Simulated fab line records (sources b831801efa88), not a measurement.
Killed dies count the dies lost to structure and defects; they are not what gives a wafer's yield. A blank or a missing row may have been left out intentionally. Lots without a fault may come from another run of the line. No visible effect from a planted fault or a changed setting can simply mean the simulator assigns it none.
Which tool is to blame? ; flow gf180mcu ; 7 lots, 21 wafers sampled, at 1 step of a route of 602

WHAT EACH GAUGE READ, for each wafer
GF_STI_THK_MEAS_04.
lot;measured;on;STI_CVD_03_THK (nm)
L936;day 1 18:35;film-metro-01;205.1 208.0 206.5
L938;day 2 05:27;film-metro-04;205.1 205.1 204.1
L940;day 2 14:34;film-metro-02;205.6 204.5 204.5
L944;day 3 10:43;film-metro-02;206.2 204.7 206.2
L950;day 4 20:38;film-metro-01;207.8 206.2 207.3
L954;day 5 12:34;film-metro-01;209.3 210.0 208.7
L957;day 6 04:25;film-metro-02;204.2 204.0 204.0

EACH LOT AND THE TOOL THAT RAN IT (in order: tool; ch and the chambers of the sampled wafers; start)
The record holds no process step before these readings.

THE ANSWER, worked out from the rows above alone
Rule: what is usual is taken from the lots themselves. Put in order of their means at a reading, lots are off if they are a third of the lots or fewer, leave a main group of 4 or more, and stand apart from it by a gap of 3 or more times the standard deviation of the main group's means; of several such gaps the widest counts. A main group is skipped when, at the precision printed for the reading in the tables above, its means are all equal. Also off: a lot with no number at a reading for which 4 or more lots have one. The other lots that the step has rows for count as sound.
Nothing can be told from this: no lot is off at any reading shown.

WHAT THE SIMULATOR PUT IN
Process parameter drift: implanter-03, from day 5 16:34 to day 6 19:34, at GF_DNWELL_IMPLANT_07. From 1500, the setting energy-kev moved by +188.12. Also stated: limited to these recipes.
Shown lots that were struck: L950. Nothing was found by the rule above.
